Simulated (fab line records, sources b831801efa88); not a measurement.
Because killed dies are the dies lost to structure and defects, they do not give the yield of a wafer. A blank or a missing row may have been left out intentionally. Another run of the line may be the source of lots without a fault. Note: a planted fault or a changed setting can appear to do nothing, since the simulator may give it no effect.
One fault seen from 2 desks / flow sky130 / what lay behind the numbers comes last; until then each desk has only its own

AT THE TOOL OWNER'S DESK: pvdSputter-04
At SKY_LI_CONTACT_SPUTTER_20 (material TiN, target thk 20 nm, time 80 s) the tool's own readings: per lot run on this tool, the mean of the sampled wafers that have a number. A lot is out of limits, marked OUT, if its mean lies more than 4 standard deviations from the usual mean; the brackets give that distance.
Columns: A = throttleValvePct at SKY_LI_CONTACT_SPUTTER_20, usual 29.9 %
lot=L704; first seen here=day 28 19:38; A=29.4
lot=L707; first seen here=day 30 06:16; A=30.4
lot=L722; first seen here=day 35 04:29; A=29.3
lot=L724; first seen here=day 35 21:43; A=29.3
This desk found nothing out of limits on any of the 4 lots.

FROM THE METROLOGY DESK
Lot by lot, what the gauges showed, no matter which tool ran the lot: averages of those sampled wafers that carry a number. A lot is out of limits, marked OUT, if its mean lies more than 4 standard deviations from the usual mean; the brackets give that distance.
Columns: A = cdNm at SKY_LI_CONTACT_CD_MEAS_12, usual 170.3 nm; B = LI_CONTACT_OVL at SKY_LI_CONTACT_OVL_MEAS_13, usual 2 nm
lot=L704; first seen here=day 28 18:59; A=171.0; B=6
lot=L707; first seen here=day 30 05:37; A=168.2; B=-1
lot=L722; first seen here=day 35 03:50; A=170.7; B=6
lot=L724; first seen here=day 35 20:57; A=170.6; B=1
lot=L725; first seen here=day 36 04:34; A=171.7; B=-3
lot=L726; first seen here=day 36 07:38; A=173.5; B=4
This desk found nothing out of limits on any of the 6 lots.

ALL TOGETHER
The desk of the tool owner found nothing out of limits.
The metrology desk saw nothing out of limits.

WHAT THE SIMULATOR PUT IN
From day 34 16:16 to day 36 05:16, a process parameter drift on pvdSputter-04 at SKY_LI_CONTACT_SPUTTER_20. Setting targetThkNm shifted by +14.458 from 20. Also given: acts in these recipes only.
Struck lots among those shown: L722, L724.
